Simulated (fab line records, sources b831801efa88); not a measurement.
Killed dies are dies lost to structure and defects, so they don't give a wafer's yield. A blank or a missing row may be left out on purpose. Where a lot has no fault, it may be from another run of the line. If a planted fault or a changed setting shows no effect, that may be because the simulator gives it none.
Comparing a struck lot with a sound one :: flow sky130 :: 14 steps out of a route of 708
Sound: wafers L622.1, L622.2, L622.4. Struck: wafers L625.2, L625.4, L625.6. Last of all comes the cause.
At each step with rows: each side's tool, then ch and its chambers, then its first start. Under that, the readings that differ: sound wafers :: struck wafers :: difference of the means :: sigmas: that difference in standard deviations of wafers without a fault.
alike: readings whose means differ by less than 2 such deviations, and words and numbers that are the same on both sides. not compared: withheld readings, readings that some wafer has no value for, bounds like >300 that may hide the same value, and numbers for which the record gives no deviation and whose values overlap.
Wherever a step has rows on one side only, a row that says differs or no value, or a row with sigmas, the two part there. Numbers that have no deviation but don't overlap get no sigmas and don't part them. A reading missing from all wafers of one side parts the sides only when that side holds two or more wafers.

first, 4 steps without rows for these wafers: SKY_VT_ADJUST_LVTN_SOFTBAKE_03; SKY_VT_ADJUST_LVTN_EXPOSE_04 (exposes mask NWM COMPLEMENT LESS NATIVE, target cd 840 nm); SKY_VT_ADJUST_LVTN_PEB_05; SKY_VT_ADJUST_LVTN_DEVELOP_06 (develop time 60 s).
SKY_VT_ADJUST_LVTN_OVL_MEAS_07:
  struck on overlay-01, day 9 12:55; sound on overlay-01, day 8 20:06
  alike: VT_ADJUST_LVTN_OVL
then, 1 step without rows for these wafers: SKY_VT_ADJUST_LVTN_IMPLANT_08.
SKY_VT_ADJUST_LVTN_STRIP_09: strips in O2/N2.
  sound on plasmaAsher-04 ch 0,1, day 8 20:17; struck on plasmaAsher-04 ch 0,1, day 9 13:06
  alike: chamberPressureMTorr, drypumpMotorCurrentA, oesProductAu, stripTimeToEndpointS
  not compared: rfHoursCounterH
SKY_VT_ADJUST_LVTN_TW_MEAS_10:
  struck on filmMetro-04, day 9 13:13; sound on filmMetro-01, day 8 20:23
reading: VT_ADJUST_LVTN_TW
sound: 249 248 248
struck: 236 238 237
difference: -11
sigmas: -3
then, 4 steps without rows for these wafers: SKY_VT_ADJUST_LVTN_DEHYDRATE_11 (time 60 s); SKY_VT_ADJUST_LVTN_HMDS_12 (prime time 60 s); SKY_VT_ADJUST_LVTN_COAT_13 (resist thk 1140 nm); SKY_VT_ADJUST_LVTN_SOFTBAKE_14 (time 60 s).
SKY_VT_ADJUST_LVTN_EXPOSE_15: exposes mask HVN STD DERIVED, target cd 600 nm.
  sound on ilineStepper-01 ch 0, day 9 07:34; struck on ilineStepper-01, day 10 01:07
  no value came back on the struck wafers for exposureDoseMJCm2, focusOffsetNm (nm); on the sound wafers exposureDoseMJCm2 reads 162.98 163.17 163.18
  alike: mask
then, 1 step without rows for these wafers: SKY_VT_ADJUST_LVTN_PEB_16.

WHERE THEY PART
Earliest at SKY_VT_ADJUST_LVTN_TW_MEAS_10; latest, in this record, at SKY_VT_ADJUST_LVTN_EXPOSE_15.

WHY: what had been put in by the simulator
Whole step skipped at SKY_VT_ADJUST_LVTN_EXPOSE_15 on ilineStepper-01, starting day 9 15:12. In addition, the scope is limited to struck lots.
